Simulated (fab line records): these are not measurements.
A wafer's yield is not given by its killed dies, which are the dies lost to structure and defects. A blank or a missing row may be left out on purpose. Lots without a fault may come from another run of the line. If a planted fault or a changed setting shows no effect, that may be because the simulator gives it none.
What tool caused it? | flow gf180mcu | Sampling: 13 lots, 39 wafers, 5 of 602 route steps

== WHAT THE GAUGES READ, wafer by wafer ==
GF_V2_CD_MEAS_14 targets a cd of 260 nm.
lot  | measured     | on       | cdNm (nm)
L410 | day 20 05:14 | cdSem-02 | 258.5 261.3 260.0
L411 | day 20 21:45 | cdSem-01 | 259.5 259.1 259.0
L415 | day 22 10:58 | cdSem-02 | 259.8 259.7 259.2
L416 | day 22 18:20 | cdSem-01 | 259.5 259.3 258.7
L418 | day 23 14:01 | cdSem-02 | 261.0 261.0 261.5
L420 | day 24 08:01 | cdSem-02 | 258.4 258.1 257.2
L423 | day 25 03:19 | cdSem-02 | 260.6 259.8 260.7
L428 | day 27 02:56 | cdSem-02 | 261.4 261.9 261.3
L429 | day 27 08:43 | cdSem-02 | 260.5 260.6 260.6
L430 | day 27 09:18 | cdSem-02 | 261.1 262.6 262.0
L431 | day 27 18:42 | cdSem-02 | 259.5 259.5 258.9
L432 | day 27 22:01 | cdSem-01 | 260.2 259.8 260.8
L433 | day 28 09:19 | cdSem-02 | 260.5 260.5 259.7

GF_M3_RS_MEAS_05: uses a four-point probe to measure.
lot  | measured     | on           | M3_ALCU_RS (ohm/sq)
L410 | day 20 07:01 | filmMetro-02 | 0.0694 0.0695 0.0695
L411 | day 20 23:29 | filmMetro-01 | 0.0691 0.0680 0.0680
L415 | day 22 12:42 | filmMetro-01 | 0.0690 0.0690 0.0692
L416 | day 22 20:17 | filmMetro-01 | 0.0691 0.0684 0.0686
L418 | day 23 15:44 | filmMetro-02 | 0.0684 0.0675 0.0672
L420 | day 24 09:44 | filmMetro-02 | 0.0693 0.0688 0.0699
L423 | day 25 05:27 | filmMetro-04 | 0.0691 0.0684 0.0690
L428 | day 27 04:41 | filmMetro-04 | 0.0686 0.0700 0.0692
L429 | day 27 10:47 | filmMetro-04 | 0.0693 0.0685 0.0692
L430 | day 27 11:28 | filmMetro-01 | 0.0695 0.0699 0.0691
L431 | day 27 20:26 | filmMetro-04 | 0.0687 0.0685 0.0683
L432 | day 27 23:51 | filmMetro-02 | 0.0690 0.0686 0.0688
L433 | day 28 11:05 | filmMetro-01 | 0.0695 0.0692 0.0691

GF_V3_THK_MEAS_01.
lot  | measured     | on           | V3_CVD_00_THK (nm)
L410 | day 21 07:41 | filmMetro-04 | 600 603 595
L411 | day 21 23:55 | filmMetro-04 | 604 602 607
L415 | day 23 12:25 | filmMetro-02 | 295 594 595
L416 | day 23 20:23 | filmMetro-02 | 592 293 599
L418 | day 24 14:37 | filmMetro-04 | 598 591 295
L420 | day 25 08:43 | filmMetro-03 | 610 607 613
L423 | day 26 03:57 | filmMetro-02 | 590 597 599
L428 | day 28 01:58 | filmMetro-03 | 601 602 610
L429 | day 28 07:28 | filmMetro-03 | 603 597 593
L430 | day 28 08:18 | filmMetro-02 | 608 606 609
L431 | day 28 17:31 | filmMetro-02 | 598 599 599
L432 | day 28 21:25 | filmMetro-02 | 603 598 594
L433 | day 29 07:22 | filmMetro-02 | 592 590 586

== WHAT TOOL EACH LOT RAN ON (gives the tool, then ch and the chambers of the sampled wafers, and finally the start) ==
lot  | GF_V2_SPUTTER_22            | GF_V3_CVD_00
L410 | pvdSputter-03, day 20 06:08 | hdpcvd-02 ch 1,2, day 21 07:37
L411 | pvdSputter-02, day 20 22:37 | hdpcvd-02 ch 0,1, day 21 23:50
L415 | pvdSputter-02, day 22 11:51 | hdpcvd-02 ch 0,1,2, day 23 12:20
L416 | pvdSputter-02, day 22 19:17 | hdpcvd-02 ch 0,1,2, day 23 20:18
L418 | pvdSputter-02, day 23 14:53 | hdpcvd-02 ch 0,1,2, day 24 14:32
L420 | pvdSputter-03, day 24 08:51 | hdpcvd-01 ch 0,1, day 25 08:37
L423 | pvdSputter-03, day 25 04:36 | hdpcvd-01 ch 0,1, day 26 03:53
L428 | pvdSputter-02, day 27 03:49 | hdpcvd-02 ch 0,2, day 28 01:53
L429 | pvdSputter-03, day 27 09:53 | hdpcvd-01 ch 0,2, day 28 07:22
L430 | pvdSputter-01, day 27 10:34 | hdpcvd-01 ch 0,1, day 28 08:13
L431 | pvdSputter-03, day 27 19:32 | hdpcvd-01 ch 0,1,2, day 28 17:26
L432 | pvdSputter-03, day 27 23:00 | hdpcvd-01 ch 0,2, day 28 21:20
L433 | pvdSputter-01, day 28 10:14 | hdpcvd-01 ch 0,1,2, day 29 07:18
- GF_V2_SPUTTER_22: material TiN, target thk 10 nm, time 40 s.
- GF_V3_CVD_00: deposits SiO2, target thk 600 nm, time 100 s.

== AS READ BY THE TOOLS THEMSELVES (means over the sampled wafers that have a number; for cases with no such wafer, the mark the record gives instead) ==
GF_V2_SPUTTER_22.
lot  | tool          | chamberPressurePa (Pa) | throttleValvePct (%)
L410 | pvdSputter-03 | 5.000                  | 29.7
L411 | pvdSputter-02 | 4.996                  | 30.5
L415 | pvdSputter-02 | 4.994                  | 30.6
L416 | pvdSputter-02 | 5.006                  | 29.9
L418 | pvdSputter-02 | 5.006                  | 29.9
L420 | pvdSputter-03 | 5.008                  | 30.0
L423 | pvdSputter-03 | 5.002                  | 30.2
L428 | pvdSputter-02 | 5.006                  | 30.5
L429 | pvdSputter-03 | 5.008                  | 30.2
L430 | pvdSputter-01 | 5.000                  | 29.9
L431 | pvdSputter-03 | 4.991                  | 29.9
L432 | pvdSputter-03 | 5.009                  | 29.5
L433 | pvdSputter-01 | 5.005                  | 29.9

GF_V3_CVD_00.
lot  | tool      | sih4FlowSccm (sccm)
L410 | hdpcvd-02 | 60.06
L411 | hdpcvd-02 | 60.05
L415 | hdpcvd-02 | 50.12
L416 | hdpcvd-02 | 49.99
L418 | hdpcvd-02 | 50.10
L420 | hdpcvd-01 | 60.06
L423 | hdpcvd-01 | 59.87
L428 | hdpcvd-02 | 60.00
L429 | hdpcvd-01 | 59.73
L430 | hdpcvd-01 | 59.98
L431 | hdpcvd-01 | 60.10
L432 | hdpcvd-01 | 59.88
L433 | hdpcvd-01 | 60.08

== THE ANSWER, worked out from the rows above alone ==
Rule: what is usual is taken from the lots themselves. The widest of any qualifying gaps counts: lots, ordered by their means at a reading, are off when they make up no more than a third of the lots, leave a main group of 4 or more, and stand apart from it by 3 or more times the standard deviation of that group's means. If all means in a main group match to the digits the tables above print for the reading, that group is not used. Also off: a lot with no number at a reading for which 4 or more lots have one. Where the step has rows for the other lots, those lots are counted as sound. First the gauges in route order, then the tools' own readings, where a lot's mean is used as printed above. At the first step where some lot is off, the reading lying furthest off is the one used; lots without a number count as furthest.
Off: L415, L416, L418, seen at GF_V3_THK_MEAS_01 (V3_CVD_00_THK). The main group has a mean of 600 nm with a standard deviation of 5.8.
If a tool, at a process step before that reading, ran all the lots that are off and no sound lot after the first of them, it fits. The gauges at GF_V3_THK_MEAS_01 aren't tried: what is off there is off at GF_V3_CVD_00 too, on other tools, and a gauge's error can't cause that. None of those tried fits.

== WHAT THE SIMULATOR HAD INSERTED ==
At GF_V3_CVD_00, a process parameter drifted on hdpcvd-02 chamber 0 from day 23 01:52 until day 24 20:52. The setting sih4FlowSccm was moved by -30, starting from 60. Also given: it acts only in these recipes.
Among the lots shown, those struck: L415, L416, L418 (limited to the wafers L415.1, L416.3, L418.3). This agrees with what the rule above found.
